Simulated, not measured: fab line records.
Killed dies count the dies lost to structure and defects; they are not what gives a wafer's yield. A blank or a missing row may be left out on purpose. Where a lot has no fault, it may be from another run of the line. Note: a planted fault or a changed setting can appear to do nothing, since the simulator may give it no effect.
fab line records	flow sky130
record lots=6	wafers=18	last_day=49
route steps=708 shown NWELL@82 PWDE@84 VT_ADJUST_HVTP@85 VT_ADJUST_LVTN@97 VT_ADJUST_NCORE@119 PAD_OPEN@708
lots with no fault: from the same line, run without faults
start_h: the number of hours between the record's first day and the start of the first shown wafer of the lot	wait_h: time in hours since the lot's previous step	" as in the row above	L1.1+2: several wafers, shown together as one row	- no value, or no start given	* or withheld: withheld	< > ~ a bound
route shown NAME@n: names a module that has steps shown in the file, with the first one's number in the route	usual: mean and standard deviation over wafers with no fault	same: alike in all rows	chamber/n: place in a boat	sites: readings site by site	_std_site: the values' standard deviation	_edge_site: inner sites' mean taken away from outer sites' mean	radius_mm: how far each site lies from the wafer's centre	mask NAME#n: copy n	behind: the last tool/chamber to shape the wafer	hold: the reason the lot was held/the length of the hold in hours/how it ended	device: transistor that didn't switch, given as n, p or np	end of line: the tests these same wafers got at the end of their route	a step with no rows: only its recipe	killed: dies lost to structure and defects at the first sort, not the wafer's yield	map: a wafer's dies, marking killed ones x, the rest . and places with no die _
set.NAME: the setting that was run; set.NAME@STEP: the one run at that earlier step	model.NAME: the simulator's own value behind a step, which no gauge read
a table for each step, a row for each wafer; lots at some steps of the route
services: when a tool's chamber went out of use (start_h, in hours from the record's first day, below 0 if earlier), for how many hours, and the reason
## steps
# step SKY_NWELL_RS_MEAS_29
# recipe thk_meas_gauge=four-point-probe
# usual NWELL_RS=624.5/1.4
lot.wafer	tool	chamber	start_h	wait_h	NWELL_RS[ohm/sq]
L258.1	film_metro-02	-	102.61	0.1	624.9
L258.3	"	-	"	"	624.1
L258.6	"	-	"	"	624.7
L265.1	film_metro-01	-	150.05	0.1	624.9
L265.3	"	-	"	"	625.7
L265.6	"	-	"	"	623.9
L269.1	film_metro-01	-	173.05	0.1	624.3
L269.4	"	-	"	"	622.6
L269.5	"	-	"	"	622.3
L272.1	film_metro-04	-	186.86	0.1	623.0
L272.4	"	-	"	"	623.3
L272.6	"	-	"	"	624.4
L274.3	film_metro-01	-	197.85	0.1	627.0
L274.4	"	-	"	"	625.8
L274.6	"	-	"	"	625.9
L275.1	film_metro-01	-	209.21	0.1	626.9
L275.3	"	-	"	"	626.4
L275.6	"	-	"	"	625.0
# step SKY_NWELL_RS_MEAS_31
# recipe thk_meas_gauge=four-point-probe
# usual PWDE_RS=5278/17
lot.wafer	tool	chamber	start_h	wait_h	PWDE_RS[ohm/sq]
L258.1	film_metro-02	-	102.85	0.1	5276
L258.3	"	-	"	"	5278
L258.6	"	-	"	"	5277
L265.1	film_metro-01	-	150.29	0.1	5283
L265.3	"	-	"	"	5290
L265.6	"	-	"	"	5288
L269.1	film_metro-01	-	173.29	0.1	5277
L269.4	"	-	"	"	5273
L269.5	"	-	"	"	5285
L272.1	film_metro-04	-	187.10	0.1	5280
L272.4	"	-	"	"	5265
L272.6	"	-	"	"	5286
L274.3	film_metro-01	-	198.09	0.1	5274
L274.4	"	-	"	"	5279
L274.6	"	-	"	"	5296
L275.1	film_metro-01	-	209.45	0.1	5252
L275.3	"	-	"	"	5275
L275.6	"	-	"	"	5286
# step SKY_VT_ADJUST_HVTP_DEHYDRATE_00
# recipe temp_c=200	time_s=60
# step SKY_VT_ADJUST_HVTP_HMDS_01
# recipe prime_time_s=60	prime_temp_c=120
# step SKY_VT_ADJUST_HVTP_COAT_02
# recipe resist=NOVOLAK	spin_rpm=3000	resist_thk_nm=1140
# step SKY_VT_ADJUST_HVTP_SOFTBAKE_03
# recipe temp_c=90	time_s=60	resist=NOVOLAK
# step SKY_VT_ADJUST_HVTP_EXPOSE_04
# recipe mask_id=HVTPM	na=0.6	source_shape=conventional	sigma_outer=0.6	polarization=unpolarized	target_cd_nm=380	dose_mj=140
# step SKY_VT_ADJUST_HVTP_PEB_05
# recipe temp_c=withheld	time_s=*	resist=NOVOLAK
# step SKY_VT_ADJUST_HVTP_DEVELOP_06
# recipe resist=NOVOLAK	developer=TMAH	develop_time_s=60	dev_temp_c=23
# step SKY_VT_ADJUST_HVTP_CD_MEAS_07
# recipe target_cd_nm=380
# usual cd_nm=379.4/2.7
lot.wafer	tool	chamber	start_h	wait_h	cd_nm
L258.1	cd_sem-01	-	120.60	0.1	378.1
L258.3	"	-	"	"	375.2
L258.6	"	-	"	"	375.1
L265.1	cd_sem-02	-	170.05	0.1	377.3
L265.3	"	-	"	"	381.1
L265.6	"	-	"	"	378.7
L269.1	cd_sem-02	-	194.30	0.1	382.3
L269.4	"	-	"	"	384.3
L269.5	"	-	"	"	383.9
L272.1	cd_sem-01	-	208.55	0.1	378.9
L272.4	"	-	"	"	377.8
L272.6	"	-	"	"	380.0
L274.3	cd_sem-01	-	219.99	0.1	383.0
L274.4	"	-	"	"	380.9
L274.6	"	-	"	"	383.9
L275.1	cd_sem-02	-	232.20	0.1	382.2
L275.3	"	-	"	"	380.3
L275.6	"	-	"	"	378.6
# step SKY_VT_ADJUST_HVTP_OVL_MEAS_08
# usual VT_ADJUST_HVTP_OVL=0.7/1.6
lot.wafer	tool	chamber	start_h	wait_h	VT_ADJUST_HVTP_OVL[nm]
L258.1	overlay-02	-	120.72	0.1	3.9
L258.3	"	-	"	"	2.7
L258.6	"	-	"	"	2.7
L265.1	overlay-02	-	170.17	0.1	0.8
L265.3	"	-	"	"	0.8
L265.6	"	-	"	"	0.9
L269.1	overlay-02	-	194.42	0.1	-1.9
L269.4	"	-	"	"	-1.1
L269.5	"	-	"	"	-1.5
L272.1	overlay-02	-	208.67	0.1	0.5
L272.4	"	-	"	"	1.3
L272.6	"	-	"	"	1.6
L274.3	overlay-02	-	220.08	0.1	2.0
L274.4	"	-	"	"	1.7
L274.6	"	-	"	"	2.1
L275.1	overlay-02	-	232.32	0.1	0.4
L275.3	"	-	"	"	0.8
L275.6	"	-	"	"	1.7
# step SKY_VT_ADJUST_HVTP_IMPLANT_09
# recipe species=As	energy_kev=150	dose_cm2=4.3e+12	tilt_deg=withheld
# same implant_ion_amu=75
lot.wafer	tool	chamber	start_h	wait_h
L258.1+3+6	implanter-03	0	120.76	0.0
L265.1+3+6	implanter-03	0	170.21	0.0
L269.1+4+5	implanter-03	0	194.46	0.0
L272.1+4+6	implanter-04	0	208.71	0.0
L274.3+4+6	implanter-03	0	220.16	0.1
L275.1+3+6	implanter-03	0	232.36	0.0
# step SKY_VT_ADJUST_HVTP_STRIP_10
# recipe chemistry=O2/N2	power_w=1400	pressure_mtorr=1500	platen_temp_c=withheld	o2_flow_sccm=3000	n2_flow_sccm=300	overash_fraction=0.5
# usual drypump_motor_current_A=6.1/0.5	n2_flow_sccm=300.0/0.84	oes_product_au=0.715/0.0046	strip_time_to_endpoint_s=14.18/0.044
lot.wafer	tool	chamber	start_h	wait_h	drypump_motor_current_A	n2_flow_sccm	oes_product_au	rf_hours_counter_h	strip_time_to_endpoint_s
L258.1	plasma_asher-02	0	120.91	0.1	6.3	299.0	0.711	30	14.19
L258.3	"	0	"	"	6.3	298.7	0.715	-	14.24
L258.6	"	1	"	"	6.0	299.7	0.717	-	14.21
L265.1	plasma_asher-01	1	170.36	0.1	4.8	301.4	0.707	5	14.19
L265.3	"	0	"	"	5.7	300.8	0.717	-	14.17
L265.6	"	1	"	"	4.8	300.8	0.712	-	14.18
L269.1	plasma_asher-02	0	194.61	0.1	6.3	299.8	0.710	36	14.09
L269.4	"	0	"	"	6.4	299.9	0.711	-	14.13
L269.5	"	0	"	"	6.4	299.8	0.714	-	14.11
L272.1	plasma_asher-04	1	208.86	0.1	5.8	299.1	0.715	55	14.15
L272.4	"	1	"	"	5.8	300.7	0.719	-	14.14
L272.6	"	0	"	"	6.8	299.0	0.715	-	14.14
L274.3	plasma_asher-02	1	220.29	0.1	6.0	299.0	0.713	-	14.15
L274.4	"	0	"	"	6.3	300.2	0.716	-	14.18
L274.6	"	1	"	"	6.0	299.9	0.718	-	14.13
L275.1	plasma_asher-02	1	232.51	0.1	6.0	300.2	0.714	39	14.12
L275.3	"	0	"	"	6.3	300.6	0.718	-	14.18
L275.6	"	0	"	"	6.3	300.6	0.707	-	14.17
# step SKY_VT_ADJUST_HVTP_TW_MEAS_11
# usual VT_ADJUST_HVTP_TW=1358/6.2
lot.wafer	tool	chamber	start_h	wait_h	VT_ADJUST_HVTP_TW
L258.1	film_metro-04	-	121.01	0.1	1363
L258.3	"	-	"	"	1357
L258.6	"	-	"	"	1360
L265.1	film_metro-01	-	170.46	0.1	1356
L265.3	"	-	"	"	1361
L265.6	"	-	"	"	1363
L269.1	film_metro-03	-	194.71	0.1	1357
L269.4	"	-	"	"	1358
L269.5	"	-	"	"	1354
L272.1	film_metro-01	-	208.96	0.1	1360
L272.4	"	-	"	"	1360
L272.6	"	-	"	"	1354
L274.3	film_metro-03	-	220.38	0.1	1349
L274.4	"	-	"	"	1354
L274.6	"	-	"	"	1350
L275.1	film_metro-01	-	232.61	0.1	1345
L275.3	"	-	"	"	1345
L275.6	"	-	"	"	1351
# step SKY_VT_ADJUST_LVTN_DEHYDRATE_00
# recipe temp_c=200	time_s=60
# step SKY_VT_ADJUST_LVTN_HMDS_01
# recipe prime_time_s=60	prime_temp_c=120
# step SKY_VT_ADJUST_LVTN_COAT_02
# recipe spin_rpm=2000	resist_thk_nm=3000
# step SKY_VT_ADJUST_LVTN_SOFTBAKE_03
# recipe temp_c=110	time_s=withheld
# step SKY_VT_ADJUST_LVTN_EXPOSE_04
# recipe mask_id=NWM_COMPLEMENT_LESS_NATIVE	na=0.6	source_shape=conventional	sigma_outer=0.6	polarization=unpolarized	target_cd_nm=840	dose_mj=194
# step SKY_VT_ADJUST_LVTN_PEB_05
# recipe temp_c=115	time_s=withheld
# step SKY_VT_ADJUST_LVTN_DEVELOP_06
# recipe wall_angle_deg=90	developer=TMAH	develop_time_s=60	dev_temp_c=23
# step SKY_VT_ADJUST_LVTN_OVL_MEAS_07
# usual VT_ADJUST_LVTN_OVL=-0.1/1.3
lot.wafer	tool	chamber	start_h	wait_h	VT_ADJUST_LVTN_OVL[nm]
L258.1	overlay-02	-	139.61	-	-0.1
L258.3	"	-	"	"	-0.9
L258.6	"	-	"	"	-1.1
L265.1	overlay-02	-	191.35	-	2.9
L265.3	"	-	"	"	2.3
L265.6	"	-	"	"	2.8
L269.1	overlay-02	-	216.90	-	-0.5
L269.4	"	-	"	"	0.0
L269.5	"	-	"	"	-0.1
L272.1	overlay-01	-	232.06	-	-0.1
L272.4	"	-	"	"	-0.5
L272.6	"	-	"	"	-0.4
L274.3	overlay-01	-	241.51	-	0.5
L274.4	"	-	"	"	0.1
L274.6	"	-	"	"	-0.5
L275.1	overlay-02	-	255.21	-	-0.6
L275.3	"	-	"	"	0.8
L275.6	"	-	"	"	1.2
# step SKY_VT_ADJUST_LVTN_IMPLANT_08
# recipe species=B	energy_kev=30	dose_cm2=1.57e+12	tilt_deg=withheld
# step SKY_VT_ADJUST_LVTN_STRIP_09
# recipe chemistry=O2/N2	power_w=1400	pressure_mtorr=1500	platen_temp_c=withheld	o2_flow_sccm=3000	n2_flow_sccm=300	overash_fraction=0.5
# usual drypump_motor_current_A=5.9/0.57	n2_flow_sccm=300.2/0.92	oes_product_au=0.722/0.0043	strip_time_to_endpoint_s=36.94/0.091
lot.wafer	tool	chamber	start_h	wait_h	drypump_motor_current_A	n2_flow_sccm	oes_product_au	rf_hours_counter_h	strip_time_to_endpoint_s
L258.1	plasma_asher-01	1	139.80	0.1	4.8	300.2	0.719	2	36.93
L258.3	"	1	"	"	4.8	300.7	0.721	-	36.97
L258.6	"	1	"	"	4.8	300.1	0.723	-	36.95
L265.1	plasma_asher-03	0	191.54	0.1	6.1	299.1	0.728	52	36.80
L265.3	"	0	"	"	6.1	297.8	0.733	-	36.80
L265.6	"	1	"	"	6.0	301.1	0.720	-	36.92
L269.1	plasma_asher-01	1	217.09	0.1	4.8	299.6	0.719	10	36.95
L269.4	"	0	"	"	5.7	300.0	0.724	-	36.86
L269.5	"	0	"	"	5.7	300.5	0.719	-	36.95
L272.1	plasma_asher-03	1	232.25	0.1	6.0	298.7	0.718	55	36.97
L272.4	"	0	"	"	6.1	300.6	0.716	-	36.98
L272.6	"	0	"	"	6.1	300.8	0.723	-	36.87
L274.3	plasma_asher-03	0	241.72	0.1	6.1	300.5	0.716	-	36.89
L274.4	"	1	"	"	6.0	300.2	0.727	-	36.80
L274.6	"	0	"	"	6.1	300.8	0.719	-	36.91
L275.1	plasma_asher-04	0	255.40	0.1	6.8	299.4	0.723	59	36.78
L275.3	"	1	"	"	5.8	302.1	0.723	-	36.81
L275.6	"	1	"	"	5.8	302.3	0.726	-	36.79
# step SKY_VT_ADJUST_LVTN_TW_MEAS_10
# usual VT_ADJUST_LVTN_TW=242.0/1.2
lot.wafer	tool	chamber	start_h	wait_h	VT_ADJUST_LVTN_TW
L258.1	film_metro-01	-	139.90	0.1	240.4
L258.3	"	-	"	"	240.8
L258.6	"	-	"	"	240.6
L265.1	film_metro-01	-	191.64	0.1	242.2
L265.3	"	-	"	"	244.0
L265.6	"	-	"	"	241.8
L269.1	film_metro-03	-	217.19	0.1	241.5
L269.4	"	-	"	"	241.0
L269.5	"	-	"	"	241.8
L272.1	film_metro-01	-	232.35	0.1	240.0
L272.4	"	-	"	"	241.0
L272.6	"	-	"	"	240.1
L274.3	film_metro-02	-	241.81	0.1	242.8
L274.4	"	-	"	"	243.3
L274.6	"	-	"	"	243.6
L275.1	film_metro-01	-	255.50	0.1	241.5
L275.3	"	-	"	"	243.4
L275.6	"	-	"	"	242.7
# step SKY_VT_ADJUST_LVTN_DEHYDRATE_11
# recipe temp_c=200	time_s=60
# step SKY_VT_ADJUST_LVTN_HMDS_12
# recipe prime_time_s=60	prime_temp_c=120
# step SKY_VT_ADJUST_LVTN_COAT_13
# recipe resist=NOVOLAK	spin_rpm=3000	resist_thk_nm=1140
# step SKY_VT_ADJUST_LVTN_SOFTBAKE_14
# recipe temp_c=90	time_s=60	resist=NOVOLAK
# step SKY_VT_ADJUST_LVTN_EXPOSE_15
# recipe mask_id=HVN_STD_DERIVED	na=0.6	source_shape=conventional	sigma_outer=0.6	polarization=unpolarized	target_cd_nm=600	dose_mj=163
# step SKY_VT_ADJUST_LVTN_PEB_16
# recipe temp_c=withheld	time_s=*	resist=NOVOLAK
# step SKY_VT_ADJUST_LVTN_DEVELOP_17
# recipe resist=NOVOLAK	developer=TMAH	develop_time_s=60	dev_temp_c=23
# step SKY_VT_ADJUST_LVTN_OVL_MEAS_18
# usual VT_ADJUST_LVTN_01_OVL=-0.9/1.2
lot.wafer	tool	chamber	start_h	wait_h	VT_ADJUST_LVTN_01_OVL[nm]
L258.1	overlay-02	-	158.86	0.1	0.9
L258.3	"	-	"	"	-2.0
L258.6	"	-	"	"	-0.5
L265.1	overlay-02	-	213.40	0.1	0.2
L265.3	"	-	"	"	0.1
L265.6	"	-	"	"	-0.6
L269.1	overlay-02	-	239.66	0.1	-0.2
L269.4	"	-	"	"	-0.7
L269.5	"	-	"	"	-0.3
L272.1	overlay-01	-	254.95	0.1	-1.0
L272.4	"	-	"	"	-2.2
L272.6	"	-	"	"	-0.8
L274.3	overlay-01	-	264.41	0.1	-0.4
L274.4	"	-	"	"	-0.4
L274.6	"	-	"	"	-0.7
L275.1	overlay-02	-	279.95	0.1	-1.0
L275.3	"	-	"	"	-0.5
L275.6	"	-	"	"	-1.2
# step SKY_VT_ADJUST_LVTN_IMPLANT_19
# recipe species=B	energy_kev=30	dose_cm2=6.5e+11	tilt_deg=withheld
# step SKY_VT_ADJUST_LVTN_STRIP_20
# recipe chemistry=O2/N2	power_w=1400	pressure_mtorr=1500	platen_temp_c=withheld	o2_flow_sccm=3000	n2_flow_sccm=300	overash_fraction=0.5
# usual drypump_motor_current_A=5.9/0.63	n2_flow_sccm=299.9/0.97	oes_product_au=0.715/0.0043	strip_time_to_endpoint_s=14.17/0.041
lot.wafer	tool	chamber	start_h	wait_h	drypump_motor_current_A	n2_flow_sccm	oes_product_au	rf_hours_counter_h	strip_time_to_endpoint_s
L258.1	plasma_asher-03	0	159.05	0.1	6.1	299.7	0.713	48	14.17
L258.3	"	0	"	"	6.1	298.9	0.711	-	14.18
L258.6	"	0	"	"	6.1	300.2	0.712	-	14.18
L265.1	plasma_asher-04	1	213.59	0.1	5.8	302.2	0.718	55	14.15
L265.3	"	1	"	"	5.8	301.7	0.716	-	14.13
L265.6	"	0	"	"	6.9	299.5	0.722	-	14.15
L269.1	plasma_asher-01	1	239.85	0.1	4.8	300.3	0.707	12	14.17
L269.4	"	0	"	"	5.7	299.9	0.719	-	14.15
L269.5	"	1	"	"	4.8	299.6	0.721	-	14.16
L272.1	plasma_asher-03	0	255.14	0.1	6.1	299.9	0.713	58	14.19
L272.4	"	0	"	"	6.1	301.6	0.728	-	14.19
L272.6	"	0	"	"	6.1	300.3	0.721	-	14.23
L274.3	plasma_asher-04	1	264.62	0.1	5.8	301.2	0.708	-	14.25
L274.4	"	0	"	"	6.8	300.9	0.716	-	14.23
L274.6	"	1	"	"	5.8	299.7	0.721	-	14.18
L275.1	plasma_asher-04	0	280.14	0.1	6.8	298.7	0.720	62	14.12
L275.3	"	1	"	"	5.8	298.2	0.720	-	14.13
L275.6	"	1	"	"	5.8	300.0	0.716	-	14.15
# step SKY_VT_ADJUST_LVTN_TW_MEAS_21
# usual VT_ADJUST_LVTN_2_TW=188.5/0.83
lot.wafer	tool	chamber	start_h	wait_h	VT_ADJUST_LVTN_2_TW
L258.1	film_metro-02	-	159.15	0.1	187.8
L258.3	"	-	"	"	188.8
L258.6	"	-	"	"	188.8
L265.1	film_metro-01	-	213.69	0.1	187.5
L265.3	"	-	"	"	188.9
L265.6	"	-	"	"	187.9
L269.1	film_metro-03	-	239.95	0.1	188.4
L269.4	"	-	"	"	188.9
L269.5	"	-	"	"	189.6
L272.1	film_metro-03	-	255.24	0.1	188.8
L272.4	"	-	"	"	188.3
L272.6	"	-	"	"	189.8
L274.3	film_metro-03	-	264.71	0.1	188.9
L274.4	"	-	"	"	188.3
L274.6	"	-	"	"	188.4
L275.1	film_metro-01	-	280.24	0.1	188.9
L275.3	"	-	"	"	189.0
L275.6	"	-	"	"	188.9
# step SKY_VT_ADJUST_NCORE_DEHYDRATE_00
# recipe temp_c=200	time_s=60
# step SKY_VT_ADJUST_NCORE_HMDS_01
# recipe prime_time_s=60	prime_temp_c=120
# step SKY_VT_ADJUST_NCORE_COAT_02
# recipe resist=NOVOLAK	spin_rpm=3000	resist_thk_nm=1140
# step SKY_VT_ADJUST_NCORE_SOFTBAKE_03
# recipe temp_c=90	time_s=60	resist=NOVOLAK
# step SKY_VT_ADJUST_NCORE_EXPOSE_04
# recipe mask_id=LVTN_COMPLEMENT_THIN	na=0.6	source_shape=conventional	sigma_outer=0.6	polarization=unpolarized	target_cd_nm=380	dose_mj=139
# step SKY_PAD_OPEN_PROBE_99
# usual killed_at_M0_to_M3=43/6.7	killed_at_M4_up=3.2/1.8	killed_at_contacts=25/5.2	killed_at_front_end=15/4.4	killed_at_other=0.2/0.4	killed_dies=87/9.3	killed_open=48/7.1	killed_short=39/6
# same gross_dies=492	killed_at_back_side=0
lot.wafer	tool	chamber	start_h	wait_h	killed_at_M0_to_M3	killed_at_M4_up	killed_at_contacts	killed_at_front_end	killed_at_other	killed_dies	killed_open	killed_short	model.etest.tip_p.rs_ohm_sq_range	model.etest.pfet_01v8.drive_ua_um_range	model.etest.pfet_01v8.vt_v_range
L258.1	prober-01	-	1078.25	0.1	43	3	21	23	1	91	47	44	172.8	6.306	0.009121
L258.3	prober-01	-	1078.35	0.2	28	2	28	18	0	76	48	28	115.6	9.117	0.01273
L258.6	prober-01	-	1078.50	0.2	48	0	26	16	0	90	54	36	127.4	6.74	0.009097
L265.1	prober-01	-	1120.18	0.1	43	4	20	12	0	79	52	27	168.9	8.773	0.01657
L265.3	prober-01	-	1120.28	0.2	44	0	28	14	0	86	44	42	197.9	6.143	0.01095
L265.6	prober-01	-	1120.43	0.2	42	2	21	23	0	88	43	45	77.09	6.982	0.01455
L269.1	prober-01	-	1152.42	0.1	45	2	22	11	1	81	45	36	184.4	6.086	0.008924
L269.4	prober-01	-	1152.57	0.2	42	2	24	18	1	87	47	40	155.6	9.662	0.01713
L269.5	prober-01	-	1152.62	0.2	41	3	24	11	0	79	46	33	214.6	6.902	0.02064
L272.1	prober-01	-	1159.93	0.1	45	4	18	10	0	77	45	32	179.3	7.334	0.008696
L272.4	prober-01	-	1160.08	0.2	33	2	25	15	1	76	38	38	230.3	5.695	0.009849
L272.6	prober-01	-	1160.18	0.2	54	2	24	24	1	105	55	50	273.6	5.969	0.0156
L274.3	prober-01	-	1165.60	0.2	48	4	32	16	0	100	58	42	404.6	11.84	0.04632
L274.4	prober-01	-	1165.65	0.2	35	6	31	20	0	92	51	41	240.1	17.3	0.03441
L274.6	prober-01	-	1165.75	0.2	41	6	18	20	0	85	45	40	371.1	17.09	0.03078
L275.1	prober-02	-	1176.73	0.1	44	1	29	10	1	85	50	35	318.3	8.297	0.0329
L275.3	prober-02	-	1176.83	0.2	37	1	26	19	0	83	38	45	287.4	8.118	0.02849
L275.6	prober-02	-	1176.98	0.2	49	5	19	20	0	93	50	43	200.1	8.812	0.03147
# killed by level:class
L258.1 VIA1:geometric_particle:open=9 VIA2:geometric_particle:open=7 POLY_GATE:geometric_particle:open=7 POLY_GATE:geometric_particle:short=7 METAL2:geometric_particle:short=7 LI_CONTACT:geometric_particle:open=6 CONTACT:geometric_particle:open=6 FIELD_ISO:geometric_particle:open=5
L258.3 LI_CONTACT:geometric_particle:open=10 CONTACT:geometric_particle:open=10 VIA1:geometric_particle:open=7 FIELD_ISO:geometric_particle:open=6 VIA2:geometric_particle:open=6 VIA3:geometric_particle:open=5 FIELD_ISO:geometric_particle:short=4 CONTACT:geometric_particle:short=4
L258.6 VIA1:geometric_particle:open=13 CONTACT:geometric_particle:open=10 VIA3:geometric_particle:open=7 FIELD_ISO:geometric_particle:open=6 LOCAL_INTERCONNECT:geometric_particle:short=6 FIELD_ISO:geometric_particle:short=5 LI_CONTACT:geometric_particle:open=5 VIA1:geometric_particle:short=5
L265.1 VIA1:geometric_particle:open=12 VIA3:geometric_particle:open=7 CONTACT:geometric_particle:open=7 LI_CONTACT:geometric_particle:open=5 VIA2:geometric_particle:open=5 FIELD_ISO:geometric_particle:open=4 CONTACT:geometric_particle:short=4 VIA1:geometric_particle:short=4
L265.3 LI_CONTACT:geometric_particle:open=9 METAL1:geometric_particle:short=8 METAL2:geometric_particle:short=7 CONTACT:geometric_particle:short=7 CONTACT:geometric_particle:open=7 VIA3:geometric_particle:open=7 VIA2:geometric_particle:open=6 FIELD_ISO:geometric_particle:short=5
L265.6 FIELD_ISO:geometric_particle:open=10 VIA3:geometric_particle:short=10 VIA2:geometric_particle:open=7 CONTACT:geometric_particle:open=7 LI_CONTACT:geometric_particle:open=6 VIA2:geometric_particle:short=6 FIELD_ISO:geometric_particle:short=5 LOCAL_INTERCONNECT:geometric_particle:short=5
L269.1 LI_CONTACT:geometric_particle:open=8 CONTACT:geometric_particle:open=7 VIA1:geometric_particle:open=7 VIA2:geometric_particle:open=7 VIA3:geometric_particle:open=6 FIELD_ISO:geometric_particle:short=5 METAL1:geometric_particle:short=5 VIA1:geometric_particle:short=5
L269.4 CONTACT:geometric_particle:open=10 VIA3:geometric_particle:open=9 VIA1:geometric_particle:open=9 LOCAL_INTERCONNECT:geometric_particle:short=5 METAL1:geometric_particle:short=5 FIELD_ISO:geometric_particle:short=4 FIELD_ISO:geometric_particle:open=4 LI_CONTACT:geometric_particle:open=4
L269.5 LI_CONTACT:geometric_particle:open=9 VIA2:geometric_particle:open=8 CONTACT:geometric_particle:open=7 VIA3:geometric_particle:open=5 VIA1:geometric_particle:short=5 VIA3:geometric_particle:short=5 POLY_GATE:geometric_particle:open=4 CONTACT:geometric_particle:short=4
L272.1 VIA1:geometric_particle:open=8 METAL2:geometric_particle:short=8 VIA2:geometric_particle:open=7 CONTACT:geometric_particle:open=7 VIA3:geometric_particle:open=7 LI_CONTACT:geometric_particle:open=5 FIELD_ISO:geometric_particle:open=4 VIA1:geometric_particle:short=4
L272.4 CONTACT:geometric_particle:open=9 FIELD_ISO:geometric_particle:short=7 VIA2:geometric_particle:open=6 LI_CONTACT:geometric_particle:open=5 VIA1:geometric_particle:open=5 METAL2:geometric_particle:short=5 METAL1:geometric_particle:short=4 LI_CONTACT:geometric_particle:short=4
L272.6 FIELD_ISO:geometric_particle:open=10 METAL2:geometric_particle:short=10 VIA1:geometric_particle:open=10 CONTACT:geometric_particle:open=9 METAL1:geometric_particle:short=6 LI_CONTACT:geometric_particle:short=5 VIA2:geometric_particle:open=5 VIA3:geometric_particle:open=5
L274.3 CONTACT:geometric_particle:open=14 VIA1:geometric_particle:open=12 LI_CONTACT:geometric_particle:open=8 VIA2:geometric_particle:open=7 LOCAL_INTERCONNECT:geometric_particle:short=6 METAL1:geometric_particle:short=6 VIA3:geometric_particle:open=6 SPACER:geometric_particle:short=5
L274.4 CONTACT:geometric_particle:open=13 VIA1:geometric_particle:open=8 VIA3:geometric_particle:open=8 LOCAL_INTERCONNECT:geometric_particle:short=6 FIELD_ISO:geometric_particle:open=5 FIELD_ISO:geometric_particle:short=5 METAL2:geometric_particle:short=5 POLY_GATE:geometric_particle:open=4
L274.6 VIA1:geometric_particle:open=9 VIA1:geometric_particle:short=7 VIA2:geometric_particle:open=7 LI_CONTACT:geometric_particle:open=6 METAL1:geometric_particle:short=6 VIA3:geometric_particle:open=6 METAL4:geometric_particle:short=5 FIELD_ISO:geometric_particle:short=4
L275.1 CONTACT:geometric_particle:open=18 VIA1:geometric_particle:open=9 METAL1:geometric_particle:short=8 CONTACT:geometric_particle:short=5 METAL2:geometric_particle:short=5 VIA2:geometric_particle:short=5 VIA3:geometric_particle:open=4 FIELD_ISO:geometric_particle:open=3
L275.3 METAL1:geometric_particle:short=10 CONTACT:geometric_particle:open=10 FIELD_ISO:geometric_particle:short=8 VIA2:geometric_particle:open=7 FIELD_ISO:geometric_particle:open=6 CONTACT:geometric_particle:short=6 LI_CONTACT:geometric_particle:open=4 VIA1:geometric_particle:open=4
L275.6 VIA1:geometric_particle:open=14 VIA3:geometric_particle:open=8 POLY_GATE:geometric_particle:short=6 LOCAL_INTERCONNECT:geometric_particle:short=6 METAL1:geometric_particle:short=6 VIA2:geometric_particle:open=5 METAL4:geometric_particle:short=5 FIELD_ISO:geometric_particle:open=4
## services
tool	chamber	start_h	hours	kind
plasma_asher-03	-	105.98	2.8	pm
plasma_asher-01	-	108.75	9.0	pm
plasma_asher-01	0	108.75	9.0	vent_cycle
plasma_asher-01	1	108.75	9.0	vent_cycle
implanter-04	-	114.66	3.7	pm
plasma_asher-01	0	117.75	-	clean
plasma_asher-01	1	117.75	-	clean
plasma_asher-02	-	128.01	9.0	repair
implanter-04	-	187.61	2.0	repair
implanter-03	-	233.50	4.1	repair
implanter-03	-	239.90	5.3	pm
implanter-03	-	266.98	2.1	repair
## key
first_sign none at tools or gauges
model_effect step=SKY_PAD_OPEN_PROBE_99	value=etest.tip_p.rs_ohm_sq_range	without=195	struck=303.6
met_at SKY_VT_ADJUST_HVTP_IMPLANT_09
struck_wafers L274.3,L274.4,L274.6,L275.1,L275.3,L275.6
tester_left_out L274,L275
onset_between 194.46 220.16
also_fits time
fault kind=process_parameter_drift	tool=implanter-03	chamber=-	onset_h=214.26	steps=SKY_VT_ADJUST_HVTP_IMPLANT_09	channel=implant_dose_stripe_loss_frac	offset=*	shape=step	end_h=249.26
# tester_left_out: of these lots the tester's yield and bins aren't shown, on N5 and GAA mostly nor the transistor test; their killed dies are dies lost to structure and defects alone, not to doping, threshold or leakage, so they don't give the yield
